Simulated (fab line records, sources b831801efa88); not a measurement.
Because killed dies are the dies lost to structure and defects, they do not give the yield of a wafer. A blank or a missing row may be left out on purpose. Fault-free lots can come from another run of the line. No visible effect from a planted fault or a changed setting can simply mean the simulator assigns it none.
Comparing a struck lot with a sound one | flow sky130 | 17 out of 708 route steps
Sound: these wafers, L599.2, L599.4, L599.6. Wafers struck: L601.1, L601.3, L601.6. The cause comes at the end.
At each step with rows: each side's tool, then ch and its chambers, then its first start. Under that, the readings that differ: sound wafers | struck wafers | difference of the means | sigmas: that difference in standard deviations of wafers without a fault.
alike: a reading whose means differ by less than 2 such deviations, as well as words and numbers matching on both sides. not compared: withheld readings; readings where some wafer has no value; bounds like >300 that might hide an equal value; numbers whose values overlap and for which the record gives no deviation.
Wherever a step has rows on one side only, a row that says differs or no value, or a row with sigmas, the two part there. Numbers that don't overlap but have no deviation are shown without sigmas and don't part them. A reading missing from all wafers of one side parts the sides only when that side holds two or more wafers.

SKY_VT_ADJUST_HVTP_OVL_MEAS_08:
  struck on overlay-02, day 8 02:55; sound on overlay-01, day 7 09:11
  alike: VT_ADJUST_HVTP_OVL
after that, 1 step had no rows for these wafers: SKY_VT_ADJUST_HVTP_IMPLANT_09.
SKY_VT_ADJUST_HVTP_STRIP_10: strips in O2/N2.
  sound on plasmaAsher-01 ch 0,1, day 7 09:22; struck on plasmaAsher-02 ch 1, day 8 03:07
  alike: chamberPressureMTorr, drypumpMotorCurrentA, oesProductAu, stripTimeToEndpointS
  not compared: rfHoursCounterH
SKY_VT_ADJUST_HVTP_TW_MEAS_11:
  struck on filmMetro-01, day 8 03:13; sound on filmMetro-01, day 7 09:28
  alike: VT_ADJUST_HVTP_TW
then, 7 steps without rows for these wafers: SKY_VT_ADJUST_LVTN_DEHYDRATE_00 (time 60 s); SKY_VT_ADJUST_LVTN_HMDS_01 (prime time 60 s); SKY_VT_ADJUST_LVTN_COAT_02 (resist thk 3000 nm); SKY_VT_ADJUST_LVTN_SOFTBAKE_03; SKY_VT_ADJUST_LVTN_EXPOSE_04 (exposes mask NWM COMPLEMENT LESS NATIVE, target cd 840 nm); SKY_VT_ADJUST_LVTN_PEB_05; SKY_VT_ADJUST_LVTN_DEVELOP_06 (develop time 60 s).
SKY_VT_ADJUST_LVTN_OVL_MEAS_07:
  struck on overlay-01, day 8 23:25; sound on overlay-01, day 8 05:28
  alike: VT_ADJUST_LVTN_OVL
SKY_VT_ADJUST_LVTN_IMPLANT_08:
  sound on implanter-03 ch 0, day 8 05:31; struck on implanter-02 ch 0, day 8 23:27
  alike: endStationPressureTorr
SKY_VT_ADJUST_LVTN_STRIP_09: strips in O2/N2.
  sound on plasmaAsher-01 ch 0,1, day 8 05:38; struck on plasmaAsher-03 ch 0, day 8 23:36
  alike: chamberPressureMTorr, drypumpMotorCurrentA, oesProductAu, stripTimeToEndpointS
  not compared: rfHoursCounterH
SKY_VT_ADJUST_LVTN_TW_MEAS_10:
  struck on filmMetro-01, day 8 23:42; sound on filmMetro-02, day 8 05:45
reading           | sound             | struck            | difference | sigmas
VT_ADJUST_LVTN_TW | 238.9 239.8 240.3 | 231.9 232.0 232.2 | -7.6       | -4
then, 1 step without rows for these wafers: SKY_VT_ADJUST_LVTN_DEHYDRATE_11 (time 60 s).
-- here the record skips 39 days between the struck wafers' starts before and after, leaving off in module VT_ADJUST_LVTN and picking up in module PAD_OPEN (first step shown: number 708 of the route) --
SKY_PAD_OPEN_PROBE_99:
  struck on prober-02, day 48 03:44; sound on prober-02, day 47 08:45
reading                                 | sound                | struck               | difference | sigmas
model.etest.nfet_01v8_lvt.bodyRiseV (V) | 0.1444 0.1453 0.1442 | 0.1417 0.1382 0.1428 | -0.0037    | 
  alike: killed_at_M0_to_M3, killed_at_M4_up, killedAtContacts, killedAtFrontEnd, killedAtOther, killedDies, killedOpen, killedShort
  not compared: model.etest.nfet_01v8.driveUaUmRange, model.etest.nfet_01v8.vtVRange

WHERE THEY PART
Within this record, at SKY_VT_ADJUST_LVTN_TW_MEAS_10 only. Later steps at which nothing parts them and some readings are alike: SKY_PAD_OPEN_PROBE_99.

WHY: what the simulator had put in
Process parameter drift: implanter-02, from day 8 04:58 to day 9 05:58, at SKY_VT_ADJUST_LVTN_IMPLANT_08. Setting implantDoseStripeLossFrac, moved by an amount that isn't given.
